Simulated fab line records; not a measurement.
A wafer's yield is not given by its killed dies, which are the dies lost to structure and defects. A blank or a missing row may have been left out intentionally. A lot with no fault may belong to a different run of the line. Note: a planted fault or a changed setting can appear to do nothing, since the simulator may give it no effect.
Matching of chambers :: flow gf180mcu :: 4 sister chambers for GF_V5_ETCH_16 on rie-diel-01
The step etches BARC in N2/H2. 8 wafers are shown with their chamber, then 10 later ones without.

== WAFERS PAIRED WITH THEIR CHAMBERS ==
wafer: L087.4
chamber: 3
drypump-motor-current-A (A): 6.2
throttle-valve-pct (%): 13.224

wafer: L087.5
chamber: 0
drypump-motor-current-A (A): 6.4
throttle-valve-pct (%): 13.228

wafer: L087.6
chamber: 2
drypump-motor-current-A (A): 5.4
throttle-valve-pct (%): 13.228

wafer: L090.1
chamber: 2
drypump-motor-current-A (A): 5.4
throttle-valve-pct (%): 13.234

wafer: L090.2
chamber: 3
drypump-motor-current-A (A): 6.1
throttle-valve-pct (%): 13.203

wafer: L090.4
chamber: 1
drypump-motor-current-A (A): 4.9
throttle-valve-pct (%): 13.228

wafer: L092.1
chamber: 0
drypump-motor-current-A (A): 6.3
throttle-valve-pct (%): 13.230

wafer: L092.2
chamber: 1
drypump-motor-current-A (A): 4.9
throttle-valve-pct (%): 13.213

== WAFERS WHOSE CHAMBER IS MISSING ==
wafer: L092.3
drypump-motor-current-A (A): 6.2
throttle-valve-pct (%): 13.224

wafer: L092.4
drypump-motor-current-A (A): 5.4
throttle-valve-pct (%): 13.234

wafer: L092.5
drypump-motor-current-A (A): 6.2
throttle-valve-pct (%): 13.236

wafer: L092.6
drypump-motor-current-A (A): 6.4
throttle-valve-pct (%): 13.232

wafer: L093.2
drypump-motor-current-A (A): 5.4
throttle-valve-pct (%): 13.215

wafer: L093.3
drypump-motor-current-A (A): 4.9
throttle-valve-pct (%): 13.229

wafer: L093.5
drypump-motor-current-A (A): 4.9
throttle-valve-pct (%): 13.222

wafer: L094.2
drypump-motor-current-A (A): 6.1
throttle-valve-pct (%): 13.231

wafer: L094.3
drypump-motor-current-A (A): 5.4
throttle-valve-pct (%): 13.213

wafer: L094.6
drypump-motor-current-A (A): 6.3
throttle-valve-pct (%): 13.231

== WHICH CHAMBER EACH WENT THROUGH ==
wafer: L092.3
from the rows above: can't be placed: 3 or 0
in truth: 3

wafer: L092.4
from the rows above: 2
in truth: 2

wafer: L092.5
from the rows above: can't be placed: 3 or 0
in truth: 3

wafer: L092.6
from the rows above: 0
in truth: 0

wafer: L093.2
from the rows above: 2
in truth: 2

wafer: L093.3
from the rows above: 1
in truth: 1

wafer: L093.5
from the rows above: 1
in truth: 1

wafer: L094.2
from the rows above: 3
in truth: 3

wafer: L094.3
from the rows above: 2
in truth: 2

wafer: L094.6
from the rows above: 0
in truth: 0
Correct placement for 8 of the 10. Not placeable from these rows: 2 (in 2, the candidates include the true chamber). Number placed wrongly: 0.
How it was worked out, from the rows above alone: a wafer's distance from a chamber is the root of the sum, over the readings, of the square of ((its reading less the chamber's mean) divided by the reading's scatter). The wafer belongs to the nearest chamber; if the next one is less than 2 further off, it can't be placed. Each chamber's mean is taken over the wafers shown for it. The scatter is the square root of a quotient: the sum, over the shown wafers, of each reading's squared deviation from its chamber's mean, divided by wafers minus chambers.
